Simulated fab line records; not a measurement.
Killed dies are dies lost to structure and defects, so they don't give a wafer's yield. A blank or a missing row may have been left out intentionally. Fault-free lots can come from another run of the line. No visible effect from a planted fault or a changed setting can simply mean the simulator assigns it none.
Struck lot and sound lot, side by side | flow sky130 | 15 steps out of a route of 708
Sound: these wafers, L255.3, L255.4, L255.6. Wafers L261.3, L261.5, L261.6 were the ones struck. Last of all comes the cause.
For every step that has rows: the tool of each side, followed by ch and its chambers, followed by its first start. Under that, the readings that differ: sound wafers | struck wafers | difference of the means | sigmas: that difference in standard deviations of wafers without a fault.
alike: readings whose means differ by less than 2 such deviations, and words and numbers that are the same on both sides. not compared: withheld readings, readings that some wafer has no value for, bounds like >300 that may hide the same value, and numbers for which the record gives no deviation and whose values overlap.
Wherever a step has rows on one side only, a row that says differs or no value, or a row with sigmas, the two part there. Numbers that have no deviation but don't overlap get no sigmas and don't part them. A reading missing from all wafers of one side parts the sides only when that side holds two or more wafers.

first, 4 steps without rows for these wafers: SKY_VIA2_SOFTBAKE_08 (time 90 s); SKY_VIA2_EXPOSE_09 (exposes mask VIM2, target cd 200 nm); SKY_VIA2_PEB_10; SKY_VIA2_DEVELOP_11 (develop time 58.56 s).
SKY_VIA2_CD_MEAS_12 targets a cd of 200 nm.
  sound on cdSem-01, day 40 09:47; struck on cdSem-01, day 40 15:29
  alike: cdNm
SKY_VIA2_OVL_MEAS_13:
  sound on overlay-01, day 40 09:53; struck on overlay-01, day 40 15:35
  alike: VIA2_OVL
SKY_VIA2_ETCH_14: etches BARC in N2/H2, stops on SiO2, time 45.9 s, target depth 60 nm.
  sound on rieDiel-01 ch 1,2,3, day 40 09:55; struck on rieDiel-01 ch 0,1,2, day 40 15:37
  alike: drypumpMotorCurrentA, n2FlowSccm, oesProductAu, throttleValvePct
  not compared: rfHoursCounterH
SKY_VIA2_ETCH_15: etches SiO2 in C4F8/O2/Ar, stops on TiN, target depth 546 nm, time 84 s.
  sound on rieDiel-01 ch 1,2,3, day 40 09:57; struck on rieDiel-01 ch 0,1,2, day 40 15:39
  alike: oesProductAu
  not compared: rfHoursCounterH
SKY_VIA2_STRIP_16: strips in O2/N2.
  sound on plasmaAsher-04 ch 0,1, day 40 10:03; struck on plasmaAsher-03 ch 0,1, day 40 15:45
  alike: drypumpMotorCurrentA, n2FlowSccm, o2FlowSccm, oesProductAu, stripTimeToEndpointS
  not compared: rfHoursCounterH
then, 3 steps without rows for these wafers: SKY_VIA2_STRIP_17 (strips in post etch residue remover, time 1200 s); SKY_VIA2_CLEAN_18 (cleans in IPA, time 180 s); SKY_VIA2_CLEAN_19 (cleans in O3/DIW).
SKY_VIA2_SPUTTER_20: material TiN, target thk 20 nm, time 80 s.
  sound on pvdSputter-04, day 40 10:40; struck on pvdSputter-04, day 40 16:19
reading                                 | sound                | struck               | difference | sigmas
cathodeDcPowerW (W)                     | 4001.2 4000.3 4000.3 | 3520.6 3521.5 3520.0 | -479.9     | -99 or more
model.TiN_of_VIA2_SPUTTER_20.thkNm (nm) | 19.96 20.1 20.39     | 17.47 17.59 17.5     | -2.63      | 
  alike: chamberPressurePa, throttleValvePct
SKY_VIA2_CVD_21: deposits W, target thk 420 nm, time 126.4 s.
  sound on cvdW-02 ch 0,1, day 40 10:46; struck on cvdW-02 ch 0,1, day 40 16:25
  alike: heaterPowerW, susceptorTempC
next, for these wafers, 1 step has no rows: SKY_PAD_OPEN_PROBE_99.

== WHERE THEY PART ==
SKY_VIA2_SPUTTER_20 only, going by this record. Later steps at which nothing parts them and some readings are alike: SKY_VIA2_CVD_21.

WHY: the cause the simulator had injected
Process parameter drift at SKY_VIA2_SPUTTER_20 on pvdSputter-04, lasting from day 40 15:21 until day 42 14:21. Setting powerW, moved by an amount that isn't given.
